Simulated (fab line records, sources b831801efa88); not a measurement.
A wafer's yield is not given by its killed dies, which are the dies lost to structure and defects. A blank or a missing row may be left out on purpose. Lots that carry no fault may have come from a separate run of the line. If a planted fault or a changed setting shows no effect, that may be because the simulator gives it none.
Chamber matching -- flow sky130 -- SKY_POLY_GATE_ETCH_17 on rie_si-02: 4 sister chambers
The step etches poly-Si in HBr/Cl2, stops on SiO2, target depth 180 nm, time 70.5 s. 7 wafers are shown with their chamber, then 7 later ones without.

== WAFERS PAIRED WITH THEIR CHAMBERS ==
wafer,chamber,rf_fwd_power_W (W),oes_product_au (a.u.)
L191.5,1,398.0,0.982
L192.2,3,395.8,0.978
L192.3,2,397.1,0.977
L193.5,3,395.2,0.986
L193.6,0,396.1,0.978
L194.2,1,397.8,0.984
L194.3,0,398.7,0.989

== WAFERS MISSING THEIR CHAMBER ==
wafer,rf_fwd_power_W (W),oes_product_au (a.u.)
L194.5,397.8,0.986
L208.1,395.7,0.974
L208.2,395.2,0.978
L208.5,399.0,0.977
L211.2,398.0,0.983
L211.3,394.0,0.989
L211.6,398.4,0.973

== EACH ONE'S CHAMBER ==
wafer,from the rows above,in truth
L194.5,can't be placed: 1 or 0 or 2 or 3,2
L208.1,can't be placed: 2 or 3 or 0 or 1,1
L208.2,can't be placed: 3 or 2 or 0 or 1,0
L208.5,can't be placed: 1 or 2 or 0 or 3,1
L211.2,can't be placed: 1 or 0 or 2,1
L211.3,can't be placed: 3 or 0 or 2 or 1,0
L211.6,can't be placed: 2 or 1 or 0 or 3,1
Placed correctly: 0 of 7. Cannot be placed on the basis of these rows: 7; the candidates contain the true chamber in 7. Wrongly placed: 0.
How it was worked out, from the rows above alone: a wafer's distance from a chamber is the root of the sum, over the readings, of the square of ((its reading less the chamber's mean) divided by the reading's scatter). If the next closest chamber is less than 2 further off than the closest, the wafer can't be placed; otherwise it belongs to the closest. The mean given for a chamber averages the wafers shown for that chamber. The scatter: the root of (the sum of the squares of (reading less its chamber's mean) over the shown wafers, divided by (wafers less chambers)).
